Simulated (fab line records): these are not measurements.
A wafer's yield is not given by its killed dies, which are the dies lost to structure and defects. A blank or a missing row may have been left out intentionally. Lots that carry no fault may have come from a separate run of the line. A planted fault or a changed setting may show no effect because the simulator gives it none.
Which tool was responsible? | flow sky130 | Sampling: 10 lots, 30 wafers, 4 of 708 route steps

## WHAT THE GAUGES READ, wafer by wafer
SKY_CAP2M_OVL_MEAS_12.
lot  | measured     | on         | CAP2M_OVL (nm)
L871 | day 41 03:07 | overlay-02 | -0.5 0.2 0.8
L875 | day 42 23:16 | overlay-01 | 0.0 2.4 1.4
L876 | day 43 02:53 | overlay-02 | 1.6 2.9 1.4
L879 | day 44 02:07 | overlay-01 | 2.1 0.3 0.7
L880 | day 44 10:28 | overlay-01 | -2.4 -0.7 -0.1
L883 | day 44 14:34 | overlay-02 | -1.4 -0.8 -0.5
L882 | day 44 17:01 | overlay-01 | -1.0 -0.4 -0.6
L884 | day 44 23:22 | overlay-02 | 1.3 2.8 1.7
L891 | day 47 02:10 | overlay-01 | -1.1 1.7 0.6
L892 | day 47 07:16 | overlay-01 | -1.3 -1.0 -1.3

SKY_METAL5_RS_MEAS_05: a four-point-probe measurement.
lot  | measured     | on            | METAL5_ALCU_RS (ohm/sq)
L871 | day 43 05:50 | film_metro-01 | 0.02742 0.0273 0.02733
L875 | day 44 23:30 | film_metro-01 | 0.02705 0.02729 0.02726
L876 | day 45 03:26 | film_metro-04 | 0.02713 0.02718 0.02712
L879 | day 46 00:08 | film_metro-02 | 0.02664 0.02715 0.02679
L880 | day 46 09:01 | film_metro-01 | 0.02705 0.02712 0.02714
L883 | day 46 12:52 | film_metro-02 | 8.7235 8.6739 8.6847
L882 | day 46 14:19 | film_metro-04 | 8.7469 8.6651 8.7715
L884 | day 46 20:51 | film_metro-01 | 8.6399 8.703 8.6874
L891 | day 48 19:58 | film_metro-01 | 0.02783 0.02762 0.02733
L892 | day 49 02:10 | film_metro-01 | 0.0271 0.02712 0.0272

SKY_METAL5_THK_MEAS_06: measures by xrf.
lot  | measured     | on            | METAL5_ALCU_THK (nm)
L871 | day 43 05:56 | film_metro-01 | 1146 1157 1152
L875 | day 44 23:37 | film_metro-01 | 1163 1163 1154
L876 | day 45 03:32 | film_metro-04 | 1152 1157 1166
L879 | day 46 00:15 | film_metro-02 | 1189 1164 1184
L880 | day 46 09:08 | film_metro-01 | 1161 1160 1161
L883 | day 46 12:58 | film_metro-02 | <0 <0 <0
L882 | day 46 14:25 | film_metro-04 | <0 <0 <0
L884 | day 46 20:58 | film_metro-01 | <1 <1 <1
L891 | day 48 20:05 | film_metro-01 | 1125 1141 1140
L892 | day 49 02:17 | film_metro-01 | 1162 1157 1150

## WHICH TOOL RAN EACH LOT (tool, then ch and the chambers of the sampled wafers, then the start)
lot  | SKY_METAL5_SPUTTER_02
L871 | pvd_sputter-04, day 43 05:41
L875 | pvd_sputter-03, day 44 23:22
L876 | pvd_sputter-01, day 45 03:17
L879 | pvd_sputter-03, day 46 00:01
L880 | pvd_sputter-03, day 46 08:54
L883 | pvd_sputter-01, day 46 12:43
L882 | pvd_sputter-04, day 46 14:10
L884 | pvd_sputter-03, day 46 20:43
L891 | pvd_sputter-01, day 48 19:51
L892 | pvd_sputter-01, day 49 02:02
- SKY_METAL5_SPUTTER_02: material AlCu, target thk 1150 nm, time 61.2 s.

## WHAT THE TOOLS THEMSELVES READ (means of the sampled wafers that have a number; where no wafer has one, the mark that the record gives instead)
SKY_METAL5_SPUTTER_02.
lot  | tool           | cathode_dc_power_W (W) | chamber_pressure_pa (Pa) | throttle_valve_pct (%)
L871 | pvd_sputter-04 | 10601                  | 0.3996                   | 31.2
L875 | pvd_sputter-03 | 10599                  | 0.4002                   | 29.2
L876 | pvd_sputter-01 | 10600                  | 0.4003                   | 29.8
L879 | pvd_sputter-03 | 10599                  | 0.4005                   | 29.1
L880 | pvd_sputter-03 | 10599                  | 0.3996                   | 28.8
L883 | pvd_sputter-01 | -                      | -                        | -
L882 | pvd_sputter-04 | -                      | -                        | -
L884 | pvd_sputter-03 | -                      | -                        | -
L891 | pvd_sputter-01 | 10599                  | 0.4006                   | 29.4
L892 | pvd_sputter-01 | 10600                  | 0.4003                   | 30.2

## THE ANSWER, worked out from the rows above alone
Rule: the usual values come from the lots themselves. The widest of any qualifying gaps counts: lots, ordered by their means at a reading, are off when they make up no more than a third of the lots, leave a main group of 4 or more, and stand apart from it by 3 or more times the standard deviation of that group's means. A main group is skipped when, at the precision printed for the reading in the tables above, its means are all equal. A lot without any number at a reading at which 4 lots or more have one is off too. Where the step has rows for the other lots, those lots are counted as sound. Order of review: gauges by route order, followed by the tools' own readings, for which a lot's mean as printed above is used. The first step at which some lot is off is used, and at that step the reading that is off furthest; a lot without a number counts as furthest.
Off: L883, L882, L884, seen at SKY_METAL5_RS_MEAS_05 (METAL5_ALCU_RS). Mean 0.02720 ohm/sq and standard deviation 0.00021 in the main group.
If a tool, at a process step before that reading, ran all the lots that are off and no sound lot after the first of them, it fits. The gauges at SKY_METAL5_RS_MEAS_05 aren't tried: what is off there is off at SKY_METAL5_SPUTTER_02 too, on other tools, and a gauge's error can't cause that. Not one of the candidates tried fits.

## WHAT THE SIMULATOR HAD INSERTED
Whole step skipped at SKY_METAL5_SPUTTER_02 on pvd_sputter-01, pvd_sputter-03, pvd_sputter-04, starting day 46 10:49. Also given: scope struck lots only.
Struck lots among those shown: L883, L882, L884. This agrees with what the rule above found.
